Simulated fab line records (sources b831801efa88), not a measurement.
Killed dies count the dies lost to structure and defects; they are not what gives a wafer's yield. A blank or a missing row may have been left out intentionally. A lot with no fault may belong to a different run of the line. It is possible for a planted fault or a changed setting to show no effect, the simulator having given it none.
Struck lot and sound lot, side by side || flow sky130 || 43 out of 708 route steps
Sound: wafers L653.1, L653.4, L653.6. Struck: wafers L656.2, L656.3, L656.5. Last of all comes the cause.
Each step with rows lists, per side, the tool, then ch with its chambers, then its first start. Under that, the readings that differ: sound wafers || struck wafers || difference of the means || sigmas: that difference in standard deviations of wafers without a fault.
alike: words and numbers the same on both sides, and readings whose means are apart by under 2 such deviations; not compared: readings that were withheld, readings missing a value for some wafer, numbers with overlapping values and no deviation given by the record, and bounds like >300 which may hide the same value.
A row with sigmas, a row that says differs or no value, or rows on one side alone: a step with any of these is where the two part. When numbers do not overlap yet have no deviation, they are printed without sigmas and do not part them. A reading that every wafer of one side lacks parts them only if that side has two wafers or more.

first, 4 steps without rows for these wafers: SKY_METAL3_SOFTBAKE_09 (time 90 s); SKY_METAL3_EXPOSE_10 (exposes mask MM3, target cd 300 nm); SKY_METAL3_PEB_11; SKY_METAL3_DEVELOP_12 (develop time 60 s).
SKY_METAL3_CD_MEAS_13: target cd 300 nm.
  sound on cd_sem-02 at day 40 02:53; struck on cd_sem-02 at day 40 10:27
  alike: cd_nm
SKY_METAL3_OVL_MEAS_14:
  sound on overlay-02 at day 40 03:00; struck on overlay-02 at day 40 10:33
  alike: METAL3_OVL
SKY_METAL3_DESCUM_15: chemistry O2, time 8 s.
  sound on rie_metal-02 ch 0,1, day 40 03:02; struck on rie_metal-03 ch 0,1, day 40 10:35
  alike: drypump_motor_current_A, oes_product_au
  not compared: rf_hours_counter_h
then, 1 step without rows for these wafers: SKY_METAL3_ETCH_16 (etches BARC in N2/H2, stops on SiO2, time 88.2 s, target depth 60 nm).
SKY_METAL3_ETCH_17: etches SiO2 in C4F8/O2/Ar, stops on TiN, time 3.9 s, target depth 15 nm.
  sound on rie_diel-01 ch 0,1,3, day 40 03:10; struck on rie_diel-01 ch 0,1, day 40 10:43
  alike: oes_product_au
  not compared: rf_hours_counter_h
then, 1 step without rows for these wafers: SKY_METAL3_METAL_ETCH_18 (etches the open film in Cl2/BCl3, stops on SiO2, target depth 845 nm, time 183.1 s).
SKY_METAL3_STRIP_19: strips in O2/N2.
  sound on plasma_asher-03 ch 0,1, day 40 03:22; struck on plasma_asher-01 ch 0,1, day 40 10:55
{"reading": "oes_product_au (a.u.)", "sound": "0.509 0.512 0.517", "struck": "0.500 0.496 0.499", "difference": -0.014, "sigmas": -2}
{"reading": "strip_time_to_endpoint_s (s)", "sound": "6.72 6.68 6.76", "struck": "6.38 6.45 6.56", "difference": -0.26, "sigmas": -3}
  alike: drypump_motor_current_A, n2_flow_sccm
  not compared: rf_hours_counter_h
then, 1 step without rows for these wafers: SKY_METAL3_STRIP_20 (strips in post etch residue remover, time 1200 s).
SKY_METAL3_CLEAN_21: cleans in IPA, time 180 s.
  sound on wet_bench-03 ch 1, day 40 03:48; struck on wet_bench-03 ch 3, day 40 11:25
then, 2 steps without rows for these wafers: SKY_METAL3_CLEAN_22 (cleans in O3/DIW); SKY_VIA3_HDPCVD_00 (deposits SiO2, target thk 1635 nm, time 272.5 s).
SKY_VIA3_THK_MEAS_01:
  sound on film_metro-01 at day 40 04:07; struck on film_metro-03 at day 40 11:54
  alike: VIA3_HDPCVD_THK
then, 1 step without rows for these wafers: SKY_VIA3_CMP_02 (polishes SiO2).
SKY_VIA3_BOW_MEAS_03:
  sound on film_metro-01 at day 40 04:29; struck on film_metro-02 at day 40 12:16
  alike: VIA3_BOW
then, 8 steps without rows for these wafers: SKY_VIA3_DEHYDRATE_04 (time 60 s); SKY_VIA3_HMDS_05 (prime time 60 s); SKY_VIA3_COAT_06 (resist thk 60 nm); SKY_VIA3_COAT_07 (resist thk 450 nm); SKY_VIA3_SOFTBAKE_08 (time 90 s); SKY_VIA3_EXPOSE_09 (exposes mask VIM3, target cd 200 nm); SKY_VIA3_PEB_10; SKY_VIA3_DEVELOP_11 (develop time 60 s).
SKY_VIA3_CD_MEAS_12: target cd 200 nm.
  sound on cd_sem-01 at day 41 04:17; struck on cd_sem-01 at day 41 12:00
  alike: cd_nm
SKY_VIA3_OVL_MEAS_13:
  sound on overlay-02 at day 41 04:24; struck on overlay-02 at day 41 12:06
  alike: VIA3_OVL
then, 7 steps without rows for these wafers: SKY_VIA3_ETCH_14 (etches BARC in N2/H2, stops on SiO2, time 45.9 s, target depth 60 nm); SKY_VIA3_ETCH_15 (etches SiO2 in C4F8/O2/Ar, stops on TiN, target depth 507 nm, time 78 s); SKY_VIA3_STRIP_16 (strips in O2/N2); SKY_VIA3_STRIP_17 (strips in post etch residue remover, time 1200 s); SKY_VIA3_CLEAN_18 (cleans in IPA, time 180 s); SKY_VIA3_CLEAN_19 (cleans in O3/DIW); SKY_VIA3_SPUTTER_20 (material TiN, target thk 20 nm, time 80 s).
SKY_VIA3_CVD_21: deposits W, target thk 390 nm, time 117.31 s.
  sound on cvd_w-01 ch 0,1, day 41 05:11; struck on cvd_w-01 ch 0,1, day 41 12:53
  alike: heater_power_w
SKY_VIA3_RS_MEAS_22: uses a four-point probe to measure.
  sound on film_metro-01 at day 41 05:19; struck on film_metro-02 at day 41 13:02
  alike: VIA3_W_RS
SKY_VIA3_THK_MEAS_23: measures by xrf.
  sound on film_metro-01 at day 41 05:26; struck on film_metro-02 at day 41 13:08
  alike: VIA3_W_THK
SKY_VIA3_CMP_24: polishes, stops on SiO2, t overpolish 20 s, target thk 0 nm.
  sound on cmp-02 ch 0,2, day 41 05:29; struck on cmp-01 ch 1,2, day 41 13:11
  alike: edge_zone_pressure_frac, motor_current_A, overpolish_run_s, time_to_endpoint_s
then, 3 steps without rows for these wafers: SKY_METAL4_SPUTTER_00 (material Ti, target thk 15 nm, time 10 s); SKY_METAL4_SPUTTER_01 (material TiN, target thk 20 nm, time 16.7 s); SKY_METAL4_SPUTTER_02 (material AlCu, target thk 735 nm, time 39.1 s).
-- the record jumps here: 6 days lie between the struck wafers' starts before and after (it left off in module METAL4 and takes up again in module PAD_OPEN, whose first step shown is number 708 of the route) --
SKY_PAD_OPEN_PROBE_99:
  sound on prober-01 at day 47 03:05; struck on prober-02 at day 47 07:36
{"reading": "hold", "sound": "- - -", "struck": "await_dispo/4.5h/release await_dispo/4.5h/release await_dispo/4.5h/release", "difference": "no value on the sound wafers", "sigmas": ""}
{"reading": "defect_limited_yield (%)", "sound": "81.3 78.9 83.1", "struck": "73.4 69.9 71.7", "difference": -9.4, "sigmas": -5}
{"reading": "killed_at_M0_to_M3", "sound": "50 41 47", "struck": "88 99 93", "difference": "+47", "sigmas": "+7"}
{"reading": "killed_dies", "sound": "92 104 83", "struck": "131 148 139", "difference": "+46", "sigmas": "+5"}
{"reading": "sort_bin_3_pad_short (%)", "sound": "0.6 1.0 0.8", "struck": "3.7 5.1 4.9", "difference": "+3.8", "sigmas": "+9"}
{"reading": "sort_bin_5_function (%)", "sound": "10.0 13.4 8.9", "struck": "17.5 17.3 16.3", "difference": "+6.3", "sigmas": "+4"}
{"reading": "sort_n_pass", "sound": "400 388 409", "struck": "361 344 353", "difference": -46, "sigmas": -5}
{"reading": "sort_yield_pct (%)", "sound": "81.3 78.9 83.1", "struck": "73.4 69.9 71.7", "difference": -9.4, "sigmas": -5}
{"reading": "model.etest.tester.sort_n_pass", "sound": "400 388 409", "struck": "361 344 353", "difference": -46, "sigmas": ""}
{"reading": "model.etest.tester.sort_yield_pct (%)", "sound": "81.3 78.86 83.13", "struck": "73.37 69.92 71.75", "difference": -9.42, "sigmas": ""}
{"reading": "model.etest.tester.sort_bin_5_pct (%)", "sound": "9.959 13.41 8.943", "struck": "17.48 17.28 16.26", "difference": "+6.24", "sigmas": ""}
{"reading": "model.etest.tester.sort_bin_3_pct (%)", "sound": "0.6098 1.016 0.813", "struck": "3.659 5.081 4.878", "difference": "+3.726", "sigmas": ""}
  alike: killed_at_M4_up, killed_at_contacts, killed_at_front_end, killed_at_other, killed_open, killed_short, sort_bin_6_memory

== WHERE THEY PART ==
Earliest at SKY_METAL3_STRIP_19; latest, in this record, at SKY_PAD_OPEN_PROBE_99.

WHY: the cause the simulator had injected
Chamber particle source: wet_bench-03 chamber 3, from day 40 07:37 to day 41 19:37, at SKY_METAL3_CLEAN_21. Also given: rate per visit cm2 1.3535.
